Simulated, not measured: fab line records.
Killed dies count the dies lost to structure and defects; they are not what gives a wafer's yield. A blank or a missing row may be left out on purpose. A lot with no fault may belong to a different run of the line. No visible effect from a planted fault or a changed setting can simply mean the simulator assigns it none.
One fault through the eyes of 2 desks / flow gf180mcu / only its own numbers are on each desk; what lay behind them is given at the end

== TOOL OWNER'S DESK, implanter-01 ==
For each lot that ran on this tool, the mean over its sampled wafers that have a number, from the tool's own readings at GF_DNWELL_IMPLANT_07. If a lot's mean is further than 4 standard deviations from the usual mean, the lot is out of limits and carries the mark OUT (the distance appears in the brackets).
Columns: A = dose-ions-cm2 at GF_DNWELL_IMPLANT_07, usual 1.0002e+13; B = end-station-pressure-torr at GF_DNWELL_IMPLANT_07, usual 4.99e-06 Torr
lot=L888; first seen here=day 3 16:01; A=9.9970e+12; B=4.73e-06
lot=L889; first seen here=day 3 21:20; A=9.9923e+12; B=5.00e-06
lot=L904; first seen here=day 7 05:16; A=1.0003e+13; B=4.89e-06
This desk's verdict: no lot among the 3 shows anything out of limits.

== AT THE METROLOGY DESK ==
Lot by lot, what the gauges showed, no matter which tool ran the lot: averages of those sampled wafers that carry a number. If a lot's mean is further than 4 standard deviations from the usual mean, the lot is out of limits and carries the mark OUT (the distance appears in the brackets).
Columns: A = STI_OXIDATION_02_THK at GF_STI_THK_MEAS_30, usual 9.96 nm; B = DNWELL_TW at GF_DNWELL_TW_MEAS_09, usual 1349; C = NWELL_OVL at GF_NWELL_OVL_MEAS_07, usual 0.0 nm; D = NWELL_TW at GF_NWELL_TW_MEAS_11, usual 1567; E = LVPWELL_OVL at GF_LVPWELL_OVL_MEAS_07, usual -0.6 nm; F = LVPWELL_TW at GF_LVPWELL_TW_MEAS_11, usual 556
lot=L887; first seen here=day 2 21:43; A=9.93; B=1359; C=-1.0; D=1578; E=0.1; F=557
lot=L888; first seen here=day 3 03:06; A=10.18; B=1342; C=-0.8; D=1573; E=-0.9; F=556
lot=L889; first seen here=day 3 08:16; A=10.10; B=1357; C=2.0; D=1565; E=-1.6; F=558
lot=L902; first seen here=day 6 05:31; A=9.78; B=1339; C=3.2; D=1543; E=-3.6; F=553
lot=L903; first seen here=day 6 09:50; A=10.16; B=1325; C=-2.0; D=1575; E=-0.2; F=560
lot=L904; first seen here=day 6 14:20; A=9.79; B=1355; C=-1.4; D=1553; E=-0.0; F=563
This desk's verdict: no lot among the 6 shows anything out of limits.

== BROUGHT TOGETHER ==
The desk of the tool owner found nothing out of limits.
Nothing out of limits was seen by the metrology desk.

== WHAT THE SIMULATOR HAD PUT IN ==
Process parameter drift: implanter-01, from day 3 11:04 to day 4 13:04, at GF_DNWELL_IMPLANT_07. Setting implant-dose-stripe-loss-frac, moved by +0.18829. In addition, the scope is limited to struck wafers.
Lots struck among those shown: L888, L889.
